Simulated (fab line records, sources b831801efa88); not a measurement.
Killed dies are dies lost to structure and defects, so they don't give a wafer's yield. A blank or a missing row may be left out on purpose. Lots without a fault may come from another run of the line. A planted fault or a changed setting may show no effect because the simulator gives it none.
One fault seen from 2 desks | flow gf180mcu | each desk has only its own numbers; what lay behind them comes last

THE METROLOGY DESK
What the gauges read, lot by lot, whatever tool the lot ran on: means of the sampled wafers that have a number. A lot is out of limits, marked OUT, if its mean lies more than 4 standard deviations from the usual mean; the brackets give that distance.
Columns: A = VT_IMPLANT_4_TW at GF_VT_IMPLANT_TW_MEAS_43, usual 687; B = M1_OVL at GF_M1_OVL_MEAS_15, usual -2 nm
lot  | first seen here | A             | B
L444 | day 7 12:01     | 683           | -3
L445 | day 7 18:17     | 690           | -9
L447 | day 8 10:14     | 686           | 1
L450 | day 9 08:45     | 684           | 2
L451 | day 9 12:38     | 688           | -3
L452 | day 9 18:17     | 688           | -3
L453 | day 10 00:44    | 693           | -1
L454 | day 10 09:42    | 686           | -10
L456 | day 10 20:35    | 693           | -6
L457 | day 11 04:52    | 693           | -5
L462 | day 12 14:16    | 548 (-40) OUT | -5
L463 | day 12 20:44    | 548 (-40) OUT | -2
L466 | day 13 21:37    | 687           | 11
L467 | day 13 22:49    | 690           | -6
This desk's finding: out of limits on L462, L463; first on L462, day 12 14:16 (VT_IMPLANT_4_TW at GF_VT_IMPLANT_TW_MEAS_43). In limits: L444, L445, L447, L450, L451, L452, L453, L454, L456, L457, L466, L467.

THE TOOL OWNER'S DESK: implanter-03
The tool's own readings at GF_VT_IMPLANT_IMPLANT_41: means of the sampled wafers that have a number, for each lot that ran on this tool. A lot is out of limits, marked OUT, if its mean lies more than 4 standard deviations from the usual mean; the brackets give that distance.
Columns: A = dose_ions_cm2 at GF_VT_IMPLANT_IMPLANT_41, usual 1.0131e+12; B = faraday_current_uA at GF_VT_IMPLANT_IMPLANT_41, usual 5.71
lot  | first seen here | A                            | B
L444 | day 7 11:48     | 1.0138e+12                   | 5.75
L456 | day 10 20:21    | 1.0144e+12                   | 5.69
L462 | day 12 14:02    | 4.9493e+11 (-99 or more) OUT | 2.83 (-26) OUT
L463 | day 12 20:31    | 4.9530e+11 (-99 or more) OUT | 2.76 (-27) OUT
This desk's finding: out of limits on L462, L463; first on L462, day 12 14:02 (dose_ions_cm2 at GF_VT_IMPLANT_IMPLANT_41). In limits: L444, L456.

PUT TOGETHER
The tool owner's desk could have raised an alarm at day 12 14:02, on L462, L463.
The metrology desk could have raised an alarm at day 12 14:16, on L462, L463.
Of the lots named, all ran GF_VT_IMPLANT_IMPLANT_41 on implanter-03.

WHAT THE SIMULATOR HAD PUT IN
Process parameter drift: implanter-03, from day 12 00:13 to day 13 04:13, at GF_VT_IMPLANT_IMPLANT_41. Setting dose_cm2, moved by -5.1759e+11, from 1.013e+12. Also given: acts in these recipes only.
Lots struck among those shown: L462, L463.
Hours from the fault's start to each desk's first reading out of limits: the tool owner's desk, 14; the metrology desk, 14.
